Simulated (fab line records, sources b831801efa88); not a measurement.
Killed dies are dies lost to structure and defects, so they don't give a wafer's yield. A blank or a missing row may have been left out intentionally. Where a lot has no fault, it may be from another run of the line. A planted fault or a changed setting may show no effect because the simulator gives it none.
Check of tool commonality	flow gf180mcu	Lots sampled 12, wafers sampled 36

WHAT PROMPTED THE OPENING
Of 12 lots, 3 have the reading STI_OXIDATION_02_THK flagged at GF_STI_THK_MEAS_30. Fault-free wafers read 9.91 nm, with a standard deviation of 0.19.
Rule: a lot is flagged when every wafer of it that has a number lies more than 4 standard deviations from that mean, or none has a number. All remaining lots are regarded as sound.

lot	measured	on	STI_OXIDATION_02_THK (nm), wafer by wafer	flag
L823	day 2 07:24	film-metro-03	9.62 9.72 9.62	
L824	day 2 12:28	film-metro-04	10.00 9.83 9.94	
L826	day 2 21:56	film-metro-02	9.76 9.75 9.72	
L828	day 3 10:06	film-metro-02	10.09 10.09 9.98	
L829	day 3 15:05	film-metro-04	9.93 9.94 10.02	
L830	day 3 19:19	film-metro-04	9.83 9.83 9.77	
L835	day 4 20:17	film-metro-04	15.31 15.44 15.22	FLAGGED
L836	day 5 00:37	film-metro-04	15.50 15.36 15.57	FLAGGED
L840	day 5 22:52	film-metro-04	15.71 15.68 15.67	FLAGGED
L842	day 6 11:51	film-metro-03	9.87 10.02 9.79	
L845	day 6 22:56	film-metro-03	10.11 10.00 9.91	
L846	day 7 03:55	film-metro-02	10.25 10.19 10.37	
The numbers of the flagged lots are 15.50 nm on average: +5.59 nm against the usual, or +29 standard deviations.

EACH LOT AND THE TOOL IT RAN ON
The record keeps 1 process step preceding the reading, out of 602 steps on the route. Read each cell as the tool, then ch plus the chambers that the sampled wafers visited, then the start.
lot	flag	GF_STI_OXIDATION_29
L823		furnace-02 ch 0, day 2 06:00
L824		furnace-02 ch 0, day 2 11:04
L826		furnace-01 ch 0, day 2 20:31
L828		furnace-01 ch 0, day 3 08:42
L829		furnace-02 ch 0, day 3 13:40
L830		furnace-02 ch 0, day 3 17:54
L835	FLAGGED	furnace-02 ch 0, day 4 18:54
L836	FLAGGED	furnace-02 ch 0, day 4 23:11
L840	FLAGGED	furnace-02 ch 0, day 5 21:28
L842		furnace-01 ch 0, day 6 10:26
L845		furnace-01 ch 0, day 6 21:32
L846		furnace-01 ch 0, day 7 02:31
These steps, and what they do:
- GF_STI_OXIDATION_29: stabilise 600 s, purge 300 s, target thk 10 nm.
- GF_STI_THK_MEAS_30

FLAGGED AGAINST TOTAL, ONE TOOL AT A TIME (gauges that did the reading follow at the end)
step	tool	lots run	flagged	share of the flagged lots	sound lots run after its first flagged lot
GF_STI_OXIDATION_29	furnace-01	5	0	none	-
GF_STI_OXIDATION_29	furnace-02	7	3	all	0
GF_STI_THK_MEAS_30	film-metro-02	3	0	none	-
GF_STI_THK_MEAS_30	film-metro-03	3	0	none	-
GF_STI_THK_MEAS_30	film-metro-04	6	3	all	0

WHAT THE TABLE ALLOWS
2 rows of the table ran every flagged lot: furnace-02 at GF_STI_OXIDATION_29, film-metro-04 at GF_STI_THK_MEAS_30.
- furnace-02 at GF_STI_OXIDATION_29: 3 of its 7 lots flagged. Last sound lot L830 at day 3 17:54, first flagged lot L835 at day 4 18:54; a fault beginning in between fits.
- film-metro-04 at GF_STI_THK_MEAS_30: 3 of its 6 lots flagged. Last sound lot L830 at day 3 19:19, first flagged lot L835 at day 4 20:17; a fault beginning in between fits.
Counting lots can't tell these 2 tools apart, because each fits a fault that began at some hour. More lots, or a look at what each step does to the wafer, might.

WHAT HAD BEEN PUT IN BY THE SIMULATOR
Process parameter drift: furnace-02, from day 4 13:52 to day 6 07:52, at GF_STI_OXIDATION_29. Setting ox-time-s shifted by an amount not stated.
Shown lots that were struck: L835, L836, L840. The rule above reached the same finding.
